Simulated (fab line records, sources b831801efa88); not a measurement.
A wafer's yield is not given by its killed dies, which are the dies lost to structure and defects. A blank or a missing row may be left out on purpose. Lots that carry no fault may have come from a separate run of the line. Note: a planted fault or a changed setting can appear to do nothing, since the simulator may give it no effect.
A lot that was struck, set against a sound lot    flow sky130    28 out of 708 route steps
Sound: these wafers, L435.1, L435.5, L435.6. The struck wafers were L441.1, L441.4, L441.6. Last of all comes the cause.
Order at every step that has rows: each side's tool, ch and its chambers, its first start. Under that, the readings that differ: sound wafers    struck wafers    difference of the means    sigmas: that difference in standard deviations of wafers without a fault.
alike: a reading whose means differ by less than 2 such deviations, as well as words and numbers matching on both sides. not compared: withheld readings; readings where some wafer has no value; bounds like >300 that might hide an equal value; numbers whose values overlap and for which the record gives no deviation.
A row with sigmas, a row that says differs or no value, or rows on one side alone: a step with any of these is where the two part. When numbers do not overlap yet have no deviation, they are printed without sigmas and do not part them. A reading missing from all wafers of one side parts the sides only when that side holds two or more wafers.

SKY_SD_P_OVL_MEAS_08:
  sound on overlay-02 at day 26 13:19; struck on overlay-01 at day 28 15:02
  alike: SD_P_OVL
then, 1 step without rows for these wafers: SKY_SD_P_IMPLANT_09.
SKY_SD_P_STRIP_10: strips in O2/N2.
  sound on plasma_asher-02 ch 0,1, day 26 13:29; struck on plasma_asher-03 ch 0,1, day 28 15:14
  alike: chamber_pressure_mTorr, drypump_motor_current_A, o2_flow_sccm, oes_product_au, strip_time_to_endpoint_s
  not compared: rf_hours_counter_h
SKY_SD_P_TW_MEAS_11:
  sound on film_metro-04 at day 26 13:35; struck on film_metro-04 at day 28 15:20
  alike: SD_P_TW
then, 8 steps without rows for these wafers: SKY_RES_XHIGH_DEHYDRATE_00 (time 60 s); SKY_RES_XHIGH_HMDS_01 (prime time 60 s); SKY_RES_XHIGH_COAT_02 (resist thk 1140 nm); SKY_RES_XHIGH_SOFTBAKE_03 (time 60 s); SKY_RES_XHIGH_EXPOSE_04 (exposes mask URPM, target cd 1270 nm); SKY_RES_XHIGH_PEB_05; SKY_RES_XHIGH_DEVELOP_06 (develop time 60 s); SKY_RES_XHIGH_IMPLANT_07.
SKY_RES_XHIGH_STRIP_08: strips in O2/N2.
  sound on plasma_asher-03 ch 0,1, day 27 18:01; struck on plasma_asher-02 ch 0,1, day 29 19:44
  no value came back on the struck wafers for any of 5 readings (chamber_pressure_mTorr (mTorr), drypump_motor_current_A (A) and others); on the sound wafers chamber_pressure_mTorr (mTorr) reads 1501.2 1499.6 1498.6
reading                                         sound  struck          difference  sigmas
model.NOVOLAK_of_RES_XHIGH_COAT_02.thk_nm (nm)  0 0 0  1140 1142 1139  +1140       
  not compared: rf_hours_counter_h
SKY_RES_XHIGH_TW_MEAS_09:
  sound on film_metro-03 at day 27 18:07; struck on film_metro-04 at day 29 19:50
  alike: RES_XHIGH_TW
then, 7 steps without rows for these wafers: SKY_SD_N_DEHYDRATE_00 (time 60 s); SKY_SD_N_HMDS_01 (prime time 60 s); SKY_SD_N_COAT_02 (resist thk 1140 nm); SKY_SD_N_SOFTBAKE_03 (time 60 s); SKY_SD_N_EXPOSE_04 (exposes mask NSDM, target cd 380 nm); SKY_SD_N_PEB_05; SKY_SD_N_DEVELOP_06 (develop time 60 s).
SKY_SD_N_CD_MEAS_07: target cd 380 nm.
  sound on cd_sem-02 at day 28 22:55; struck on cd_sem-01 at day 30 23:20
reading     sound              struck             difference  sigmas
cd_nm (nm)  381.7 378.2 381.1  375.8 376.1 375.6  -4.5        -2
SKY_SD_N_OVL_MEAS_08:
  sound on overlay-01 at day 28 23:02; struck on overlay-01 at day 30 23:28
  alike: SD_N_OVL
then, 2 steps without rows for these wafers: SKY_SD_N_IMPLANT_09; SKY_SD_N_IMPLANT_10.
SKY_SD_N_STRIP_11: strips in O2/N2.
  sound on plasma_asher-02 ch 0,1, day 28 23:23; struck on plasma_asher-01 ch 0,1, day 30 23:47
reading                       sound              struck             difference  sigmas
oes_product_au (a.u.)         0.528 0.523 0.517  0.614 0.616 0.617  +0.093      +19
strip_time_to_endpoint_s (s)  22.57 22.54 22.54  39.41 39.41 39.38  +16.85      +99 or more
  alike: chamber_pressure_mTorr, drypump_motor_current_A, o2_flow_sccm
  not compared: rf_hours_counter_h
SKY_SD_N_TW_MEAS_12:
  sound on film_metro-03 at day 28 23:29; struck on film_metro-04 at day 31 00:07
reading  sound           struck    difference  sigmas
SD_N_TW  4040 4036 4032  30 30 30  -4006       -99 or more
  not compared: hold
SKY_PAD_OPEN_PROBE_99:
  rows exist in the record for the sound wafers here (prober-01, day 46 15:36), none for the struck ones

## WHERE THEY PART
Earliest at SKY_RES_XHIGH_STRIP_08; latest, in this record, at SKY_PAD_OPEN_PROBE_99.

WHY: what had been put in by the simulator
Entire step skipped (plasma_asher-02, SKY_RES_XHIGH_STRIP_08), from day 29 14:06 onward. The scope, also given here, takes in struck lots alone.
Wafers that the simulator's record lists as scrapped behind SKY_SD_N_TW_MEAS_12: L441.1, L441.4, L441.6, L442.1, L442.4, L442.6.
